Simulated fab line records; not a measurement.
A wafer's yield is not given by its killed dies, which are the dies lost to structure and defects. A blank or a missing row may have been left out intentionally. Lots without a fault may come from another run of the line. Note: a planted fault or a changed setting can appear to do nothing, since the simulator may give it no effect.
Which of the tools did it? + flow sky130 + 7 lots with 21 wafers sampled at 2 steps, on a route of 708 steps

## WHAT THE GAUGES READ, wafer by wafer
SKY_CONTACT_RS_MEAS_25: uses a four-point probe to measure.
| lot  | measured     | on            | CONTACT_W_RS (ohm/sq) |
|------|--------------|---------------|-----------------------|
| L578 | day 32 00:01 | film_metro-01 | 0.328 0.330 0.331     |
| L580 | day 32 13:47 | film_metro-01 | 0.335 0.336 0.334     |
| L586 | day 34 10:53 | film_metro-03 | 0.332 0.331 0.336     |
| L591 | day 35 22:50 | film_metro-02 | 0.327 0.332 0.333     |
| L594 | day 37 09:38 | film_metro-03 | 0.333 0.332 0.332     |
| L596 | day 37 20:26 | film_metro-02 | 0.336 0.337 0.335     |
| L600 | day 38 12:02 | film_metro-02 | 0.336 0.333 0.333     |

## WHICH TOOL RAN EACH LOT (tool, then ch and the chambers of the sampled wafers, then the start)
| lot  | SKY_LOCAL_INTERCONNECT_METAL_ETCH_14 |
|------|--------------------------------------|
| L578 | rie_metal-03 ch 0,1, day 30 17:35    |
| L580 | rie_metal-04 ch 1, day 31 07:11      |
| L586 | rie_metal-04 ch 0,1, day 33 07:11    |
| L591 | rie_metal-03 ch 0,1, day 34 18:34    |
| L594 | rie_metal-04 ch 0,1, day 36 05:40    |
| L596 | rie_metal-02 ch 0,1, day 36 15:27    |
| L600 | rie_metal-02 ch 0,1, day 37 07:46    |
- SKY_LOCAL_INTERCONNECT_METAL_ETCH_14: etches TiN in Cl2/BCl3, stops on PSG, target depth 110 nm, time 31.4 s.

## THE ANSWER, worked out from the rows above alone
Rule: the usual values come from the lots themselves. The widest of any qualifying gaps counts: lots, ordered by their means at a reading, are off when they make up no more than a third of the lots, leave a main group of 4 or more, and stand apart from it by 3 or more times the standard deviation of that group's means. A main group is skipped when, at the precision printed for the reading in the tables above, its means are all equal. Also off: a lot with no number at a reading for which 4 or more lots have one. Where the step has rows for the other lots, those lots are counted as sound.
None of the lots is off at any reading shown; this tells nothing.

## WHAT THE SIMULATOR HAD PUT IN
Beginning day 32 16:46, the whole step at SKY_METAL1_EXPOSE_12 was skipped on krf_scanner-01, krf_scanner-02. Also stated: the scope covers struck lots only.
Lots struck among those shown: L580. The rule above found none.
